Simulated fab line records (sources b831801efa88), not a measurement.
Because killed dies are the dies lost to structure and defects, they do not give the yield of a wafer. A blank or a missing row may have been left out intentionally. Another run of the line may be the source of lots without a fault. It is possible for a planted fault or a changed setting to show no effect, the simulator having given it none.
Chamber matching + flow sfqLine + SFQ_TRILAYER_I6_CMP_CMP_166 on cmp-01 has 4 sister chambers
The step polishes SiO2. 4 wafers are shown with their chamber, then 9 later ones without.

EACH WAFER AND ITS CHAMBER
| wafer  | chamber | motorCurrentA (A) |
|--------|---------|-------------------|
| L111.3 | 1       | 10.1              |
| L117.1 | 2       | 10.9              |
| L117.4 | 3       | 10.0              |
| L117.6 | 0       | 10.1              |

WAFERS WITHOUT THEIR CHAMBER
| wafer  | motorCurrentA (A) |
|--------|-------------------|
| L119.4 | 10.6              |
| L119.5 | 9.9               |
| L119.6 | 10.1              |
| L122.1 | 10.2              |
| L122.2 | 9.5               |
| L122.6 | 9.7               |
| L128.2 | 9.4               |
| L128.5 | 10.5              |
| L128.6 | 10.4              |

THE CHAMBER EACH PASSED THROUGH
| wafer  | from the rows above               | in truth |
|--------|-----------------------------------|----------|
| L119.4 | can't be placed: 2 or 0 or 1 or 3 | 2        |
| L119.5 | can't be placed: 3 or 0 or 1      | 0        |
| L119.6 | can't be placed: 0 or 1 or 3      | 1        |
| L122.1 | can't be placed: 0 or 1 or 3 or 2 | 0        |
| L122.2 | can't be placed: 3 or 0 or 1      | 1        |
| L122.6 | can't be placed: 3 or 0 or 1      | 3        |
| L128.2 | can't be placed: 3 or 0 or 1      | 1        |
| L128.5 | can't be placed: 0 or 1 or 2 or 3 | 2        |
| L128.6 | can't be placed: 0 or 1 or 3 or 2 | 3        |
0 of 9 placed correctly. From these rows, 9 cannot be placed; in 9 the true chamber is one of the candidates. 0 placed wrongly.
How it was worked out, from the rows above alone: a wafer's distance from a chamber is the root of the sum, over the readings, of the square of ((its reading less the chamber's mean) divided by the reading's scatter). The wafer belongs to the nearest chamber; if the next one is less than 2 further off, it can't be placed. The mean given for a chamber averages the wafers shown for that chamber. The scatter: with one shown wafer a chamber, the root of the mean of the squares of how far each hidden wafer lies from its nearest shown one.
